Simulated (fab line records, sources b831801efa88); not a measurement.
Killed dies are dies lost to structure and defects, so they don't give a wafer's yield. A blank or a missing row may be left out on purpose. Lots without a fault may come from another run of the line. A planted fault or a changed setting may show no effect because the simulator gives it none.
Split-lot experiment | flow gf180mcu | 5 lots, 23 wafers read, on a route of 602 steps

THE SPLIT
At GF_M1_SPUTTER_00 (material Ti, target thk 37.5 nm, time 150 s), the setting time_s was moved away from the recipe's 150 s on 10 of the 23 wafers read, by -12.8% to +9.2%. The other wafers ran this setting at the recipe's value.

The reading is taken at the split's own step.

THE READING
Ti_of_M1_SPUTTER_00.thk_nm (the simulator's own value, which no gauge read), in nm, at GF_M1_SPUTTER_00 (material Ti, target thk 37.5 nm, time 150 s). The file gives no usual value for it. The 13 wafers here that ran the recipe average 37.63 nm, standard deviation 0.3 nm.

wafer  | tool, chamber at the split | time_s as run, s | against the recipe | Ti_of_M1_SPUTTER_00.thk_nm, nm | against lot-mates on the recipe
L075.1 | pvd_sputter-02, -          | 140.2            | -6.5%              | 34.95                          | -2.96
L075.2 | pvd_sputter-02, -          | 150              | recipe             | 37.87                          | -
L075.4 | pvd_sputter-02, -          | 150              | recipe             | 38.17                          | -
L075.5 | pvd_sputter-02, -          | 140.2            | -6.5%              | 35.15                          | -2.76
L075.6 | pvd_sputter-02, -          | 150              | recipe             | 37.68                          | -
L078.2 | pvd_sputter-04, -          | 150              | recipe             | 37.81                          | -
L078.4 | pvd_sputter-04, -          | 150              | recipe             | 37.88                          | -
L078.6 | pvd_sputter-04, -          | 150              | recipe             | 37.61                          | -
L077.1 | pvd_sputter-04, -          | 163.8            | +9.2%              | 40.88                          | +3.32
L077.2 | pvd_sputter-04, -          | 150              | recipe             | 37.46                          | -
L077.3 | pvd_sputter-04, -          | 150              | recipe             | 37.66                          | -
L077.4 | pvd_sputter-04, -          | 163.8            | +9.2%              | 40.85                          | +3.29
L077.6 | pvd_sputter-04, -          | 163.8            | +9.2%              | 40.93                          | +3.37
L081.2 | pvd_sputter-02, -          | 131              | -12.7%             | 32.84                          | -4.53
L081.3 | pvd_sputter-02, -          | 150              | recipe             | 37.88                          | -
L081.4 | pvd_sputter-02, -          | 150              | recipe             | 37.17                          | -
L081.5 | pvd_sputter-02, -          | 150              | recipe             | 37.05                          | -
L081.6 | pvd_sputter-02, -          | 131              | -12.7%             | 33.04                          | -4.33
L082.1 | pvd_sputter-02, -          | 130.8            | -12.8%             | 33.09                          | -4.41
L082.2 | pvd_sputter-02, -          | 130.8            | -12.8%             | 33.12                          | -4.38
L082.3 | pvd_sputter-02, -          | 150              | recipe             | 37.59                          | -
L082.5 | pvd_sputter-02, -          | 130.8            | -12.8%             | 33.02                          | -4.48
L082.6 | pvd_sputter-02, -          | 150              | recipe             | 37.4                           | -

THE FIT
A straight line over all 23 wafers: Ti_of_M1_SPUTTER_00.thk_nm changes by +0.361 nm for each +1% of time_s; r = +1.00; the points scatter about the line by 0.25 nm.
The same after taking each lot's own level away (the mean of its wafers on the recipe; 23 wafers): +0.356 nm for each +1%; r = +1.00; scatter 0.25 nm.
On that fit, the largest move of time_s shifts the reading by 4.6 nm.
The lots' own levels span 37.367 to 37.907 nm, that is 1.8 times the standard deviation above.
So the lot-to-lot level changes the slope little: the two slopes agree.
Check: with one of the wafers moved furthest among these (-12.8%) left out of the fit, the line predicts -4.6 nm for it against its lot-mates. It came out at -4.41 nm against them.

OTHER SPLITS ON THESE WAFERS
These wafers also went through other splits before the reading. Each is held against what the fit with the lots' levels taken away leaves over:
other split on the same wafers   | wafers away from the commonest value | r with Ti_of_M1_SPUTTER_00.thk_nm (lot level and that fit taken away)
GF_SAB_DEVELOP_08 develop_time_s | 6                                    | -0.18
GF_CONTACT_CVD_00 sih4_flow_sccm | 10                                   | -0.28
GF_CONTACT_ETCH_16 ion_energy_ev | 5                                    | +0.06

THE FILE'S OWN FIT
Ti_of_M1_SPUTTER_00.thk_nm changes by +0.358 nm for each +1% of time_s, r = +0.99.
